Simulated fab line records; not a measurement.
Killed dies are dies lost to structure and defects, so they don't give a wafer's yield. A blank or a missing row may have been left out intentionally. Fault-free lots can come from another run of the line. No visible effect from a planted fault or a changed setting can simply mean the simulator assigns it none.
Code-filled problem report in 8D (eight disciplines) form | flow gf180mcu | the parts of the form that need people (team, actions taken, sign-off) are left out

1. THE ISSUE
spin-speed-rpm at GF_PSD_COAT_02 reads a mean of 3124.2 rpm on 6 wafers of 2 lots; wafers without a fault read 2999.8 rpm with a standard deviation of 2.1. That puts it +59 standard deviations away from the usual mean.
The step: resist thk 1000 nm.
First observed at day 18 05:56: wafer L280.2, on litho-track-03. The record has a number at this step for 39 wafers belonging to 13 lots. The rule behind "out" and "out of limits": a value lying over 4 standard deviations away from the usual mean. All remaining wafers that have a number are taken as sound.

2. WHAT IT IS, WHAT IT ISN'T
question                    | is                     | is not
which readings at this step | spin-speed-rpm         | -
which lots                  | L280, L281             | L271, L272, L274, L275, L279, L284, L285, L288, L289, L290, L291
which wafers of those lots  | all that have a number | -
read on which tools         | litho-track-03         | litho-track-01, litho-track-04
when                        | from day 18 05:56      | up to then (15 sound wafers); but 18 sound wafers of L284, L285, L288, L289, L290, L291 came after

3. SUSPECTS, AND WHAT RULES EACH OUT
Counting: any tool at a process step up to the reading is kept as a suspect provided that every lot that is out went through it and no sound lot did after the first of them.
- litho-track-03 at GF_PSD_COAT_02 (resist thk 1000 nm): ruled out as a lasting fault. Sound lots L291 ran on it after its first lot that is out, L280 (day 18 05:56).
Left after counting: nothing in the record.

4. THE CAUSE (what the simulator had put in)
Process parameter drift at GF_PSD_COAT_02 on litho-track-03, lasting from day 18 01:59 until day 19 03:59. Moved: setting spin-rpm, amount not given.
Counting ruled it out, wrongly.

5. SEQUENCE OF EFFECTS, ordered by route
Each row: a reading where the mean over the struck wafers with a number is more than 3 standard deviations away from the usual. Scope: only readings with a usual standard deviation given in the record; hours: median across lots of the time from each lot's start at the first step in this table that gives one to its start at this step; sigmas: change in usual standard deviations.
hours | step            | reading                  | usual      | on struck wafers | change | sigmas
0     | GF_PSD_COAT_02  | spin-speed-rpm           | 2999.8 rpm | 3124.2           | +124.3 | +59
12    | GF_PSD_STRIP_10 | strip-time-to-endpoint-s | 16.49 s    | 16.28            | -0.21  | -5.9
Process steps it contains:
- GF_PSD_COAT_02: resist thk 1000 nm.
- GF_PSD_STRIP_10: strips in O2/N2.

6. WHAT WOULD HAVE CAUGHT IT SOONER
4 hours passed between the start of the fault at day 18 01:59 and the first reading out of limits in this record, taken at day 18 05:56.
